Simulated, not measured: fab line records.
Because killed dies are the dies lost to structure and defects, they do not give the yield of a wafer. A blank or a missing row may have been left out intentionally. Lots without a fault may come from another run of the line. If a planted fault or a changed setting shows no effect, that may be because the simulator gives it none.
fab line records + flow gf180mcu
record
- lots=5
- wafers=15
- last-day=33
route steps=602 shown STI@3 PASSIVATION@602
lots that met no fault: from a run of the same line without faults
start-h: the number of hours between the record's first day and the start of the first shown wafer of the lot + wait-h: how many hours have passed since the lot's step before this one + " unchanged from the row above + L1.1+2: a single row standing in for several wafers + - value missing, or start not given + * or withheld: withheld + < > ~ a bound
route shown NAME@n: a module of which the file shows steps, and the number in the route of the first + usual: mean/standard deviation taken from wafers without a fault + same: alike in all rows + chamber/n: place in a boat + sites: readings site by site + _std_site: how widely they spread, as a standard deviation + _edge_site: mean of outer sites minus mean of inner sites + radius-mm: how far each site lies from the wafer's centre + mask NAME#n: copy n + behind: the most recent tool/chamber to have shaped the wafer + hold: cause of the lot's hold/its duration in hours/its outcome + device: names the non-switching transistor (n, p or np) + end of line: tests run on the same wafers once the route is complete + for a step that has no rows: nothing shown but its recipe + killed: count of dies lost to structure and defects at first sort (not the wafer's yield) + map: dies across one wafer; x = killed, . = not, _ = none there
set.NAME: the run value of the setting; set.NAME@STEP: its run value at that earlier step + model.NAME: the simulator's own value behind a step, which no gauge read
lots at selected steps of the route; one table per step, one row per wafer
services: from which hour (start-h, from the record's first day; less than 0 if before it) a tool's chamber was out of use, for how many hours, and why
## steps
# step GF_STI_THK_MEAS_02
# recipe
- reads=SiO2_of_STI_OXIDATION_01
# usual
- STI_OXIDATION_THK=9.95/0.23
| lot.wafer | tool          | chamber | start-h | wait-h | STI_OXIDATION_THK[nm] |
|-----------|---------------|---------|---------|--------|-----------------------|
| L727.3    | film-metro-04 | -       | 11.53   | 0.0    | 9.91                  |
| L727.4    | "             | -       | "       | "      | 9.69                  |
| L727.5    | "             | -       | "       | "      | 9.99                  |
| L728.1    | film-metro-04 | -       | 16.51   | 0.0    | 9.64                  |
| L728.2    | "             | -       | "       | "      | 9.88                  |
| L728.6    | "             | -       | "       | "      | 9.98                  |
| L733.1    | film-metro-03 | -       | 41.82   | 0.0    | 10.15                 |
| L733.4    | "             | -       | "       | "      | 10.04                 |
| L733.5    | "             | -       | "       | "      | 10.06                 |
| L742.2    | film-metro-03 | -       | 86.60   | 0.0    | 9.76                  |
| L742.3    | "             | -       | "       | "      | 9.65                  |
| L742.5    | "             | -       | "       | "      | 9.74                  |
| L743.1    | film-metro-02 | -       | 91.51   | 0.0    | 10.22                 |
| L743.3    | "             | -       | "       | "      | 10.01                 |
| L743.6    | "             | -       | "       | "      | 10.17                 |
# step GF_STI_CVD_03
# recipe
- material=Si3N4
- precursor=DCS/NH3
- target-thk-nm=207.16
- temp-c=770
- time-s=3551
- pressure-mtorr=250
# step GF_STI_THK_MEAS_04
# recipe
- reads=Si3N4_of_STI_CVD_03
# usual
- STI_CVD_03_THK=207.0/1.9
| lot.wafer | tool          | chamber | start-h | wait-h | STI_CVD_03_THK[nm] |
|-----------|---------------|---------|---------|--------|--------------------|
| L727.3    | film-metro-04 | -       | 13.90   | 0.0    | 205.8              |
| L727.4    | "             | -       | "       | "      | 205.1              |
| L727.5    | "             | -       | "       | "      | 204.8              |
| L728.1    | film-metro-03 | -       | 18.56   | 0.0    | 207.9              |
| L728.2    | "             | -       | "       | "      | 207.3              |
| L728.6    | "             | -       | "       | "      | 209.3              |
| L733.1    | film-metro-03 | -       | 44.86   | 0.0    | 205.4              |
| L733.4    | "             | -       | "       | "      | 204.4              |
| L733.5    | "             | -       | "       | "      | 204.7              |
| L742.2    | film-metro-02 | -       | 88.64   | 0.0    | 206.7              |
| L742.3    | "             | -       | "       | "      | 205.7              |
| L742.5    | "             | -       | "       | "      | 206.6              |
| L743.1    | film-metro-02 | -       | 93.56   | 0.0    | 205.3              |
| L743.3    | "             | -       | "       | "      | 204.6              |
| L743.6    | "             | -       | "       | "      | 206.0              |
# step GF_STI_DEHYDRATE_05
# recipe
- temp-c=200
- time-s=60
# step GF_STI_HMDS_06
# recipe
- prime-time-s=60
- prime-temp-c=120
# step GF_STI_COAT_07
# recipe
- resist=KrF
- spin-rpm=withheld
- resist-thk-nm=700
# step GF_STI_SOFTBAKE_08
# recipe
- temp-c=130
- time-s=60
- resist=KrF
# step GF_STI_EXPOSE_09
# recipe
- mask-id=COMP
- target-cd-nm=220
- na=0.68
- source-shape=conventional
- sigma-outer=0.6
- dose-mj=28
# step GF_STI_PEB_10
# recipe
- peb-temp-c=135
- peb-time-s=90
- resist=KrF
# step GF_STI_DEVELOP_11
# recipe
- develop-time-s=60
- dev-temp-c=21
# step GF_STI_CD_MEAS_12
# recipe
- target-cd-nm=220
# usual
- cd-nm=220.3/1.3
| lot.wafer | tool      | chamber | start-h | wait-h | cd-nm |
|-----------|-----------|---------|---------|--------|-------|
| L727.3    | cd-sem-02 | -       | 26.00   | 0.1    | 218.3 |
| L727.4    | "         | -       | "       | "      | 218.6 |
| L727.5    | "         | -       | "       | "      | 218.8 |
| L728.1    | cd-sem-01 | -       | 29.91   | 0.1    | 218.9 |
| L728.2    | "         | -       | "       | "      | 219.5 |
| L728.6    | "         | -       | "       | "      | 220.2 |
| L733.1    | cd-sem-02 | -       | 57.48   | 0.1    | 218.5 |
| L733.4    | "         | -       | "       | "      | 218.5 |
| L733.5    | "         | -       | "       | "      | 217.7 |
| L742.2    | cd-sem-01 | -       | 102.08  | 0.1    | 218.7 |
| L742.3    | "         | -       | "       | "      | 219.3 |
| L742.5    | "         | -       | "       | "      | 219.5 |
| L743.1    | cd-sem-02 | -       | 107.36  | 0.1    | 220.0 |
| L743.3    | "         | -       | "       | "      | 219.0 |
| L743.6    | "         | -       | "       | "      | 218.7 |
# step GF_STI_ETCH_13
# recipe
- chemistry=CHF3/O2
- stop-on=Si
- over-etch-frac=0.3
- target-depth-a=2823.1
- source-w=600
- bias-w=200
- pressure-mtorr=40
- chf3-flow-sccm=50
- O2_flow_sccm=5
- time-s=112.9
# usual
- bias-w=199.9/0.63
- chf3-flow-sccm=50.00/0.15
- drypump-motor-current-A=5.4/0.53
- oes-product-au=0.832/0.0064
- run-length-s=141.3/0.37
- throttle-valve-pct=8.810/0.0093
| lot.wafer | tool        | chamber | start-h | wait-h | bias-w | chf3-flow-sccm | drypump-motor-current-A | oes-product-au | rf-hours-counter-h | run-length-s | throttle-valve-pct |
|-----------|-------------|---------|---------|--------|--------|----------------|-------------------------|----------------|--------------------|--------------|--------------------|
| L727.3    | rie-diel-03 | 0       | 26.08   | 0.1    | 200.6  | 49.94          | 5.2                     | 0.829          | 152                | 141.3        | 8.800              |
| L727.4    | "           | 1       | "       | "      | 199.4  | 50.21          | 6.2                     | 0.823          | 52                 | 141.3        | 8.819              |
| L727.5    | "           | 3       | "       | "      | 200.7  | 50.24          | 5.1                     | 0.822          | -                  | 141.4        | 8.804              |
| L728.1    | rie-diel-01 | 3       | 30.03   | 0.1    | 198.7  | 50.33          | 6.4                     | 0.832          | 5                  | 141.6        | 8.817              |
| L728.2    | "           | 1       | "       | "      | 201.0  | 50.06          | 4.9                     | 0.835          | 87                 | 142.2        | 8.813              |
| L728.6    | "           | 1       | "       | "      | 200.1  | 50.07          | 5.0                     | 0.834          | -                  | 141.9        | 8.827              |
| L733.1    | rie-diel-02 | 0       | 57.60   | 0.1    | 199.7  | 50.12          | 4.8                     | 0.825          | 3                  | 141.3        | 8.802              |
| L733.4    | "           | 1       | "       | "      | 200.3  | 49.94          | 5.9                     | 0.826          | 49                 | 140.8        | 8.810              |
| L733.5    | "           | 1       | "       | "      | 199.8  | 50.06          | 5.9                     | 0.823          | -                  | 140.9        | 8.807              |
| L742.2    | rie-diel-03 | 2       | 102.18  | 0.1    | 199.8  | 49.95          | 4.8                     | 0.829          | 51                 | 141.4        | 8.812              |
| L742.3    | "           | 3       | "       | "      | 199.5  | 49.78          | 5.1                     | 0.834          | 113                | 141.6        | 8.811              |
| L742.5    | "           | 2       | "       | "      | 199.7  | 49.97          | 4.8                     | 0.823          | -                  | 141.4        | 8.802              |
| L743.1    | rie-diel-03 | 1       | 107.48  | 0.1    | 199.1  | 49.94          | 6.2                     | 0.833          | 54                 | 141.2        | 8.817              |
| L743.3    | "           | 3       | "       | "      | 199.6  | 49.99          | 5.1                     | 0.823          | 113                | 142.0        | 8.816              |
| L743.6    | "           | 2       | "       | "      | 199.3  | 49.77          | 4.9                     | 0.837          | -                  | 141.0        | 8.806              |
# step GF_STI_ETCH_14
# recipe
- target=Si
- chemistry=HBr/Cl2/O2
- target-depth-nm=360
- icp-w=600
- bias-w=150
- pressure-mtorr=15
- HBr_flow_sccm=150
- Cl2_flow_sccm=40
- O2_flow_sccm=6
- time-s=102.9
# usual
- bias-w=149.9/0.44
- drypump-motor-current-A=5.7/0.4
- oes-product-au=1.007/0.0088
- run-length-s=131.0/0.43
- throttle-valve-pct=25.652/0.0097
| lot.wafer | tool      | chamber | start-h | wait-h | bias-w | drypump-motor-current-A | oes-product-au | rf-hours-counter-h | run-length-s | throttle-valve-pct | model.etch.depth-nm | model.STI.feature-depth-nm | model.KrF_of_STI_COAT_07.thk-nm |
|-----------|-----------|---------|---------|--------|--------|-------------------------|----------------|--------------------|--------------|--------------------|---------------------|----------------------------|---------------------------------|
| L727.3    | rie-si-02 | 0       | 26.16   | 0.0    | 149.3  | 5.1                     | 1.019          | 29                 | 131.1        | 25.647             | 366.8               | 366.8                      | 315.7                           |
| L727.4    | "         | 2       | "       | "      | 150.5  | 5.7                     | 1.013          | 52                 | 130.4        | 25.651             | 366.1               | 366.1                      | 318                             |
| L727.5    | "         | 1       | "       | "      | 150.2  | 5.5                     | 1.005          | -                  | 131.9        | 25.659             | 364                 | 364                        | 317.9                           |
| L728.1    | rie-si-01 | 2       | 30.11   | 0.0    | 149.9  | 5.6                     | 1.008          | 138                | 131.1        | 25.656             | 362.7               | 362.7                      | 322.3                           |
| L728.2    | "         | 0       | "       | "      | 149.8  | 6.5                     | 1.000          | 91                 | 130.9        | 25.671             | 360.7               | 360.7                      | 327.5                           |
| L728.6    | "         | 0       | "       | "      | 150.9  | 6.5                     | 0.991          | -                  | 131.1        | 25.649             | 357.8               | 357.8                      | 328.6                           |
| L733.1    | rie-si-02 | 1       | 57.67   | 0.0    | 150.7  | 5.5                     | 1.003          | 23                 | 131.6        | 25.641             | 363.1               | 363.1                      | 319.7                           |
| L733.4    | "         | 3       | "       | "      | 149.8  | 5.9                     | 1.013          | 0                  | 130.9        | 25.653             | 363                 | 363                        | 319.1                           |
| L733.5    | "         | 0       | "       | "      | -      | 5.1                     | 1.012          | -                  | 82.4         | 25.666             | 193.8               | 193.8                      | 375.2                           |
| L742.2    | rie-si-01 | 0       | 102.26  | 0.0    | 149.7  | 6.5                     | 0.999          | 92                 | 131.2        | 25.663             | 362.4               | 362.4                      | 315.2                           |
| L742.3    | "         | 2       | "       | "      | 150.0  | 5.5                     | 1.004          | 138                | 130.9        | 25.647             | 360.6               | 360.6                      | 317.5                           |
| L742.5    | "         | 3       | "       | "      | 150.0  | 5.6                     | 1.003          | -                  | 130.7        | 25.658             | 366.2               | 366.2                      | 318.1                           |
| L743.1    | rie-si-01 | 2       | 107.56  | 0.0    | 149.6  | 5.6                     | 1.006          | 139                | 130.9        | 25.659             | 360.9               | 360.9                      | 317.4                           |
| L743.3    | "         | 0       | "       | "      | 149.7  | 6.5                     | 1.008          | 92                 | 130.9        | 25.670             | 361.7               | 361.7                      | 320.8                           |
| L743.6    | "         | 2       | "       | "      | 149.8  | 5.5                     | 1.000          | -                  | 131.3        | 25.667             | 359.7               | 359.7                      | 323                             |
# step GF_STI_STRIP_15
# recipe
- chemistry=O2/N2
- power-w=1400
- pressure-mtorr=1500
- platen-temp-c=250
- o2-flow-sccm=3000
- n2-flow-sccm=300
- overash-fraction=0.5
# usual
- drypump-motor-current-A=5.9/0.32
- heater-power-w=316/17
- oes-product-au=0.383/0.0046
- strip-time-to-endpoint-s=3.72/0.038
| lot.wafer | tool            | chamber | start-h | wait-h | drypump-motor-current-A | heater-power-w | oes-product-au | rf-hours-counter-h | strip-time-to-endpoint-s |
|-----------|-----------------|---------|---------|--------|-------------------------|----------------|----------------|--------------------|--------------------------|
| L727.3    | plasma-asher-01 | 1       | 26.27   | 0.1    | 6.1                     | 315            | 0.383          | -                  | 3.68                     |
| L727.4    | "               | 0       | "       | "      | 5.7                     | 310            | 0.384          | -                  | 3.70                     |
| L727.5    | "               | 1       | "       | "      | 6.1                     | 311            | 0.382          | -                  | 3.71                     |
| L728.1    | plasma-asher-01 | 0       | 30.18   | 0.0    | 5.7                     | 313            | 0.382          | 35                 | 3.77                     |
| L728.2    | "               | 1       | "       | "      | 6.1                     | 315            | 0.382          | 35                 | 3.79                     |
| L728.6    | "               | 1       | "       | "      | 6.1                     | 309            | 0.391          | -                  | 3.82                     |
| L733.1    | plasma-asher-04 | 1       | 57.75   | 0.0    | 5.5                     | 283            | 0.386          | 42                 | 3.72                     |
| L733.4    | "               | 1       | "       | "      | 5.5                     | 290            | 0.398          | -                  | 3.72                     |
| L733.5    | "               | 1       | "       | "      | 5.5                     | 287            | 0.412          | -                  | 4.31                     |
| L742.2    | plasma-asher-04 | 0       | 102.33  | 0.0    | 6.1                     | 336            | 0.385          | 45                 | 3.68                     |
| L742.3    | "               | 0       | "       | "      | 6.1                     | 350            | 0.383          | -                  | 3.69                     |
| L742.5    | "               | 1       | "       | "      | 5.5                     | 288            | 0.379          | -                  | 3.71                     |
| L743.1    | plasma-asher-04 | 0       | 107.63  | 0.0    | 6.1                     | 339            | 0.376          | 46                 | 3.71                     |
| L743.3    | "               | 1       | "       | "      | 5.5                     | 295            | 0.381          | -                  | 3.73                     |
| L743.6    | "               | 0       | "       | "      | 6.1                     | 340            | 0.380          | -                  | 3.76                     |
# step GF_STI_CLEAN_16
# recipe
- chemistry=dHF
- time-s=25
- dilution=100:1
# step GF_PASSIVATION_PROBE_99
| lot.wafer | tool      | chamber | start-h | wait-h | model.etest.ldpmos_10p0.r-on-ohm-um | model.etest.pwell-in-dnwell.line-ohm-um | model.etest.ldnmos_10p0.r-on-ohm-um | model.etest.p-drift.rs-ohm-sq | model.etest.pwell-in-dnwell.rs-ohm-sq | model.etest.n-drift.rs-ohm-sq | model.etest.nwell.line-ohm-um | model.etest.nwell.rs-ohm-sq |
|-----------|-----------|---------|---------|--------|-------------------------------------|-----------------------------------------|-------------------------------------|-------------------------------|---------------------------------------|-------------------------------|-------------------------------|-----------------------------|
| L727.3    | prober-02 | -       | 673.34  | 0.2    | 1.093e+04                           | 3862                                    | 3720                                | 2433                          | 2340                                  | 1178                          | 1174                          | 1002                        |
| L727.4    | prober-02 | -       | 673.39  | 0.2    | 1.1e+04                             | 3886                                    | 3733                                | 2433                          | 2348                                  | 1178                          | 1151                          | 995.4                       |
| L727.5    | prober-02 | -       | 673.44  | 0.2    | 1.108e+04                           | 3860                                    | 3750                                | 2401                          | 2320                                  | 1168                          | 1161                          | 986                         |
| L728.1    | prober-01 | -       | 685.19  | 0.1    | 1.125e+04                           | 4188                                    | 3705                                | 2278                          | 2519                                  | 1227                          | 1231                          | 1067                        |
| L728.2    | prober-01 | -       | 685.24  | 0.1    | 1.103e+04                           | 4172                                    | 3678                                | 2265                          | 2509                                  | 1219                          | 1236                          | 1062                        |
| L728.6    | prober-01 | -       | 685.44  | 0.2    | 1.117e+04                           | 4149                                    | 3691                                | 2267                          | 2492                                  | 1209                          | 1238                          | 1065                        |
| L733.1    | prober-02 | -       | 722.79  | 0.1    | 1.145e+04                           | 3756                                    | 3758                                | 2423                          | 2278                                  | 1246                          | 1155                          | 986.5                       |
| L733.4    | prober-02 | -       | 722.94  | 0.2    | 1.122e+04                           | 3797                                    | 3729                                | 2416                          | 2287                                  | 1243                          | 1150                          | 986                         |
| L733.5    | prober-02 | -       | 722.99  | 0.2    | 1.014e+04                           | 2805                                    | 3117                                | 1866                          | 1726                                  | 846.8                         | 881.1                         | 745.8                       |
| L742.2    | prober-01 | -       | 773.95  | 0.1    | 1.137e+04                           | 4570                                    | 3776                                | 2463                          | 2700                                  | 1195                          | 1084                          | 949.5                       |
| L742.3    | prober-01 | -       | 774.00  | 0.2    | 1.135e+04                           | 4556                                    | 3793                                | 2450                          | 2677                                  | 1190                          | 1088                          | 951                         |
| L742.5    | prober-01 | -       | 774.10  | 0.2    | 1.124e+04                           | 4664                                    | 3810                                | 2479                          | 2718                                  | 1204                          | 1097                          | 969.1                       |
| L743.1    | prober-02 | -       | 782.10  | 0.1    | 1.103e+04                           | 3952                                    | 3725                                | 2347                          | 2343                                  | 1125                          | 1231                          | 1056                        |
| L743.3    | prober-02 | -       | 782.20  | 0.2    | 1.094e+04                           | 3904                                    | 3714                                | 2350                          | 2356                                  | 1128                          | 1230                          | 1059                        |
| L743.6    | prober-02 | -       | 782.35  | 0.2    | 1.099e+04                           | 3889                                    | 3704                                | 2328                          | 2346                                  | 1109                          | 1203                          | 1048                        |
# killed by level:class
L727.3 V2:geometric-particle:open=8 V4:geometric-particle:open=5 M2:geometric-particle:short=4 V3:geometric-particle:open=4 CONTACT:geometric-particle:short=3 V5:geometric-particle:short=3 STI:geometric-particle:open=2 CONTACT:geometric-particle:open=2
L727.4 V2:geometric-particle:open=5 V5:geometric-particle:open=5 CONTACT:geometric-particle:open=4 V4:geometric-particle:open=4 V3:geometric-particle:open=3 STI:geometric-particle:short=2 CONTACT:geometric-particle:short=2 V1:geometric-particle:open=2
L727.5 V2:geometric-particle:open=6 CONTACT:geometric-particle:open=5 V3:geometric-particle:open=5 V2:geometric-particle:short=4 V4:geometric-particle:open=4 STI:geometric-particle:short=3 M1:geometric-particle:short=3 V5:geometric-particle:open=3
L728.1 V3:geometric-particle:short=5 V1:geometric-particle:open=4 V2:geometric-particle:open=4 V3:geometric-particle:open=4 M4:geometric-particle:short=4 V4:geometric-particle:open=4 V4:geometric-particle:short=4 M2:geometric-particle:short=3
L728.2 V5:geometric-particle:open=8 CONTACT:geometric-particle:open=6 V3:geometric-particle:open=6 STI:geometric-particle:open=5 V2:geometric-particle:short=5 V1:geometric-particle:open=4 STI:geometric-particle:short=3 M1:geometric-particle:short=3
L728.6 V4:geometric-particle:short=7 V2:geometric-particle:open=6 V5:geometric-particle:open=6 CONTACT:geometric-particle:open=5 CONTACT:geometric-particle:short=3 V2:geometric-particle:short=3 SALICIDE:geometric-particle:open=2 SALICIDE:geometric-particle:short=2
L742.2 V2:geometric-particle:open=7 V3:geometric-particle:open=5 V5:geometric-particle:open=5 CONTACT:geometric-particle:open=3 SALICIDE:geometric-particle:short=3 V4:geometric-particle:open=3 V5:geometric-particle:short=3 STI:geometric-particle:short=2
L742.3 CONTACT:geometric-particle:open=5 V3:geometric-particle:open=5 V4:geometric-particle:open=5 V1:geometric-particle:open=4 M3:geometric-particle:short=4 V3:geometric-particle:short=4 STI:geometric-particle:short=3 M1:geometric-particle:short=3
L742.5 CONTACT:geometric-particle:open=8 V4:geometric-particle:open=6 V2:geometric-particle:open=4 V1:geometric-particle:open=4 M5:geometric-particle:short=4 V5:geometric-particle:open=4 STI:geometric-particle:short=2 SALICIDE:geometric-particle:short=2
L743.1 STI:geometric-particle:open=5 V2:geometric-particle:open=5 M1:geometric-particle:short=4 V5:geometric-particle:open=4 CONTACT:geometric-particle:open=3 V1:geometric-particle:open=3 V1:geometric-particle:short=3 V2:geometric-particle:short=3
L743.3 V4:geometric-particle:open=9 V1:geometric-particle:open=5 V2:geometric-particle:open=4 V5:geometric-particle:open=4 CONTACT:geometric-particle:open=3 M2:geometric-particle:short=3 V3:geometric-particle:open=3 V4:geometric-particle:short=3
L743.6 CONTACT:geometric-particle:open=5 V1:geometric-particle:open=5 STI:geometric-particle:short=4 CONTACT:geometric-particle:short=3 V4:geometric-particle:open=3 M5:geometric-particle:short=3 V3:geometric-particle:open=3 V5:geometric-particle:open=3
## services
| tool            | chamber | start-h | hours | kind   |
|-----------------|---------|---------|-------|--------|
| rie-diel-03     | 1       | 52.30   | 2.6   | repair |
| rie-diel-03     | 3       | 53.08   | 2.6   | repair |
| plasma-asher-04 | -       | 54.30   | 3.4   | repair |
| rie-diel-01     | 0       | 70.73   | 4.9   | repair |
| rie-si-01       | 2       | 75.73   | 1.4   | repair |
| rie-diel-02     | 0       | 78.53   | 13.9  | repair |
| rie-diel-03     | 2       | 88.59   | 10.5  | repair |
| rie-diel-01     | 0       | 89.18   | 6.2   | repair |
| rie-diel-02     | 1       | 90.10   | 4.7   | repair |
| plasma-asher-04 | -       | 91.55   | 2.8   | pm     |
## key
first-sign
- step=GF_STI_ETCH_14
- reading=run-length-s
- direction=down
- sigmas=99+
- usual=*
- struck=*
effect
- step=GF_STI_STRIP_15
- reading=strip-time-to-endpoint-s
- direction=up
- sigmas=16
- usual=*
- struck=*
model-effect
- step=GF_STI_ETCH_14
- value=etch.depth-nm
- without=368
- struck=193.8
model-effect
- step=GF_PASSIVATION_PROBE_99
- value=etest.ldpmos_10p0.r-on-ohm-um
- without=1.129e+04
- struck=1.014e+04
met-at GF_STI_ETCH_14
struck-wafers L733.5
sort-left-out L733.5
tester-left-out L733
onset-between 26.16 57.67
fault
- kind=process-parameter-drift
- tool=rie-si-02
- chamber=0
- onset-h=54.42
- steps=GF_STI_ETCH_14
- channel=time-s
- offset=*
- shape=step
- end-h=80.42
- acts-in=*
- stated=*
# tester-left-out: of these lots the tester's yield and bins aren't shown, on N5 and GAA mostly nor the transistor test; their killed dies are dies lost to structure and defects alone, not to doping, threshold or leakage, so they don't give the yield
# sort-left-out: the simulated sort isn't trusted on such a fault, so these wafers' sort isn't shown, and their yield isn't known
